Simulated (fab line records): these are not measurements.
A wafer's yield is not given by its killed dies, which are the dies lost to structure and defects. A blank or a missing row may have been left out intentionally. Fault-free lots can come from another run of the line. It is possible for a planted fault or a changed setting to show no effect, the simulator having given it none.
Struck lot and sound lot, side by side | flow sky130 | 19 steps out of a route of 708
Sound: these wafers, L102.1, L102.5, L102.6. Struck: wafers L111.1, L111.3, L111.6. At the end, the cause is stated.
At each step with rows: each side's tool, then ch and its chambers, then its first start. Under that, the readings that differ: sound wafers | struck wafers | difference of the means | sigmas: that difference in standard deviations of wafers without a fault.
alike: readings whose means differ by less than 2 such deviations, and words and numbers that are the same on both sides. not compared: withheld readings, readings that some wafer has no value for, bounds like >300 that may hide the same value, and numbers for which the record gives no deviation and whose values overlap.
Wherever a step has rows on one side only, a row that says differs or no value, or a row with sigmas, the two part there. Non-overlapping numbers with no deviation appear without sigmas and do not part them. Lack of a reading on every wafer of one side parts them only where that side has two or more wafers.

SKY_VIA1_ETCH_15: etches SiO2 in C4F8/O2/Ar, stops on TiN, target depth 351 nm, time 54 s.
  sound on rie-diel-01 ch 1,2,3, day 36 02:24; struck on rie-diel-02 ch 0,2,3, day 39 02:10
  alike: oes-product-au, rf-fwd-power-W
  not compared: rf-hours-counter-h
SKY_VIA1_STRIP_16: strips in O2/N2.
  sound on plasma-asher-01 ch 0,1, day 36 02:27; struck on plasma-asher-04 ch 0,1, day 39 02:13
  alike: drypump-motor-current-A, oes-product-au, strip-time-to-endpoint-s
  not compared: rf-hours-counter-h
then, 4 steps without rows for these wafers: SKY_VIA1_STRIP_17 (strips in post etch residue remover, time 1200 s); SKY_VIA1_CLEAN_18 (cleans in IPA, time 180 s); SKY_VIA1_CLEAN_19 (cleans in O3/DIW); SKY_VIA1_SPUTTER_20 (material TiN, target thk 20 nm, time 80 s).
SKY_VIA1_CVD_21: deposits W, target thk 270 nm, time 80.902 s.
  sound on cvd-w-01 ch 0,1, day 36 03:06; struck on cvd-w-01 ch 1, day 39 02:52
  alike: heater-power-w
SKY_VIA1_RS_MEAS_22: measures by four-point-probe.
  sound on film-metro-04, day 36 03:12; struck on film-metro-01, day 39 02:58
  alike: VIA1_W_RS
SKY_VIA1_THK_MEAS_23: measures by xrf.
  sound on film-metro-04, day 36 03:19; struck on film-metro-01, day 39 03:05
  alike: VIA1_W_THK
SKY_VIA1_CMP_24: polishes, stops on SiO2, t overpolish 15 s, target thk 0 nm.
  sound on cmp-01 ch 0,3, day 36 03:23; struck on cmp-01 ch 1,3, day 39 03:11
  alike: motor-current-A, overpolish-run-s, platen-rpm, time-to-endpoint-s
then, 2 steps without rows for these wafers: SKY_METAL2_SPUTTER_00 (material Ti, target thk 15 nm, time 10 s); SKY_METAL2_SPUTTER_01 (material TiN, target thk 20 nm, time 16.7 s).
SKY_METAL2_SPUTTER_02: material AlCu, target thk 250 nm, time 13.3 s.
  sound on pvd-sputter-02, day 36 03:43; struck on pvd-sputter-02, day 39 03:29
  no value came back on the struck wafers for cathode-dc-power-W (W), chamber-pressure-pa (Pa), throttle-valve-pct (%); on the sound wafers cathode-dc-power-W (W) reads 10390 10390 10391
then, 1 step without rows for these wafers: SKY_METAL2_SPUTTER_03 (material Ti, target thk 5 nm, time 3.3 s).
SKY_METAL2_SPUTTER_04: material TiN, target thk 70 nm, time 58.3 s.
  sound on pvd-sputter-02, day 36 03:46; struck on pvd-sputter-02, day 39 03:32
  alike: cathode-dc-power-W, chamber-pressure-pa, throttle-valve-pct
SKY_METAL2_RS_MEAS_05: measures by four-point-probe.
  sound on film-metro-04, day 36 03:49; struck on film-metro-03, day 39 03:35
  reading                 | sound                | struck               | difference | sigmas
  METAL2_ALCU_RS (ohm/sq) | 0.1291 0.1307 0.1300 | 8.7064 8.7403 8.6276 | +8.5615    | +99 or more
SKY_METAL2_THK_MEAS_06: measures by xrf.
  sound on film-metro-04, day 36 03:56; struck on film-metro-03, day 39 03:42
  reading              | sound       | struck   | difference | sigmas
  METAL2_ALCU_THK (nm) | 238 237 237 | <1 <1 <1 | differs    |
then, 1 step without rows for these wafers: SKY_METAL2_DEHYDRATE_07 (time 60 s).
-- the record jumps here: 10 days lie between the struck wafers' starts before and after (it left off in module METAL2 and takes up again in module PAD_OPEN, whose first step shown is number 708 of the route) --
SKY_PAD_OPEN_PROBE_99:
  sound on prober-01, day 47 08:47; struck on prober-02, day 49 15:13
  reading                  | sound          | struck         | difference | sigmas
  defect-limited-yield (%) | 80.5 83.5 81.5 | 0 0 0          | -82        | -37
  killed_at_M0_to_M3       | 44 37 47       | 448 442 444    | +402       | +57
  killed-dies              | 96 81 91       | 492 492 492    | +403       | +37
  killed-on-rim            | 19 12 15       | 96 96 96       | +81        | +24
  sort_bin_5_function (%)  | 12.8 8.5 11.0  | 92.5 92.5 92.3 | +81.7      | +48
  sort-n-pass              | 396 411 401    | 0 0 0          | -403       | -37
  sort-yield-pct (%)       | 80.5 83.5 81.5 | 0 0 0          | -82        | -37
  alike: killed_at_M4_up, killed-at-contacts, killed-at-front-end, killed-at-other, killed-open, killed-short, sort_bin_3_pad_short, sort_bin_6_memory

## WHERE THEY PART
At SKY_METAL2_SPUTTER_02 first; at SKY_PAD_OPEN_PROBE_99 last (within this record only).

WHY: the cause the simulator had injected
Skipped step whole: pvd-sputter-02, from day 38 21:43 on, at SKY_METAL2_SPUTTER_02. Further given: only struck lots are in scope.
